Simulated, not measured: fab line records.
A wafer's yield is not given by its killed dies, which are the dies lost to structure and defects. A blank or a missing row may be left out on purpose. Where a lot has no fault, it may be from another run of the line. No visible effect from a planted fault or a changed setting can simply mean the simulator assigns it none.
A struck lot beside a sound one / flow sfqLine / 14 steps out of a route of 325
Sound: the wafers L787.1, L787.2, L787.4. Struck: wafers L790.1, L790.2, L790.6. The cause comes at the end.
Each step with rows lists, per side, the tool, then ch with its chambers, then its first start. Under that, the readings that differ: sound wafers / struck wafers / difference of the means / sigmas: that difference in standard deviations of wafers without a fault.
alike: same words and numbers on both sides, and readings whose means sit less than 2 such deviations apart. not compared: any withheld reading, any reading some wafer has no value for, any bound like >300 that may hide the same value, and any number with overlapping values for which the record gives no deviation.
Wherever a step has rows on one side only, a row that says differs or no value, or a row with sigmas, the two part there. Numbers that don't overlap but have no deviation are shown without sigmas and don't part them. Lack of a reading on every wafer of one side parts them only where that side has two or more wafers.

first, 6 steps without rows for these wafers: SFQ_TRILAYER_M1_LITHO_COAT_044 (resist thk 62 nm); SFQ_TRILAYER_M1_LITHO_COAT_039 (resist thk 600 nm); SFQ_TRILAYER_M1_LITHO_SOFTBAKE_043; SFQ_TRILAYER_M1_LITHO_EXPOSE_040 (exposes mask M1, target cd 500 nm); SFQ_TRILAYER_M1_LITHO_PEB_042 (peb time 60 s); SFQ_TRILAYER_M1_LITHO_DEVELOP_041 (time 60 s).
SFQ_M1_OVL_MEAS_911:
  sound on overlay-01 at day 16 06:15; struck on overlay-01 at day 17 14:11
  alike: M1_OVL
SFQ_TRILAYER_M1_BARC_OPEN_METAL_ETCH_054: etches BARC in O2, target depth 125 nm, time 41.7 s.
  sound on rieMetal-01 ch 0,1, day 16 06:17; struck on rieMetal-02 ch 0,1, day 17 14:13
  alike: drypumpMotorCurrentA, oesProductAu
  not compared: rfHoursCounterH
SFQ_TRILAYER_M1_ETCH_METAL_ETCH_042: etches Nb in Cl2/Ar, stops on SiO2, target depth 240 nm, time 120 s.
  sound on rieMetal-01 ch 0,1, day 16 06:21; struck on rieMetal-02 ch 0,1, day 17 14:17
reading=oesProductAu (a.u.); sound=0.880 0.894 0.888; struck=0.910 0.903 0.899; difference=+0.017; sigmas=+2
  alike: drypumpMotorCurrentA
  not compared: rfHoursCounterH
SFQ_TRILAYER_M1_STRIP_STRIP_043: strips in O2.
  sound on rieMetal-01 ch 0,1, day 16 06:28; struck on rieMetal-02 ch 0,1, day 17 14:25
  alike: drypumpMotorCurrentA, oesProductAu
  not compared: rfHoursCounterH
then, 1 step without rows for these wafers: SFQ_TRILAYER_M1_STRIP_SOLV_CLEAN_044 (cleans in NMP, time 600 s).
SFQ_TRILAYER_I1_DEP_PECVD_045: deposits SiO2 from SiH4/N2O, time 111.11 s, target thk 500 nm.
  sound on pecvd-01 ch 1,2, day 16 07:15; struck on pecvd-03 ch 0,1,2, day 17 15:22
  alike: chamberPressureTorr, heaterPowerW, throttleValvePct
  not compared: sinceWetCleanH
SFQ_TRILAYER_I1_CMP_CMP_046: polishes SiO2.
  sound on cmp-02 ch 1,2,3, day 16 07:26; struck on cmp-02 ch 0,1,2, day 17 15:56
reading=platenRpm (rpm); sound=60.00 60.02 60.06; struck=66.00 66.01 66.11; difference=+6.01; sigmas=+99 or more
reading=timeToEndpointS (s); sound=217 211 218; struck=200 194 205; difference=-16; sigmas=-2
  alike: motorCurrentA
SFQ_I1_BOW_MEAS_912:
  sound on filmMetro-03 at day 16 10:26; struck on filmMetro-01 at day 17 18:26
  alike: I1_BOW

== WHERE THEY PART ==
First at SFQ_TRILAYER_M1_ETCH_METAL_ETCH_042; last, within this record, at SFQ_TRILAYER_I1_CMP_CMP_046. Later steps at which nothing parts them and some readings are alike: SFQ_I1_BOW_MEAS_912.

WHY: what had been put in by the simulator
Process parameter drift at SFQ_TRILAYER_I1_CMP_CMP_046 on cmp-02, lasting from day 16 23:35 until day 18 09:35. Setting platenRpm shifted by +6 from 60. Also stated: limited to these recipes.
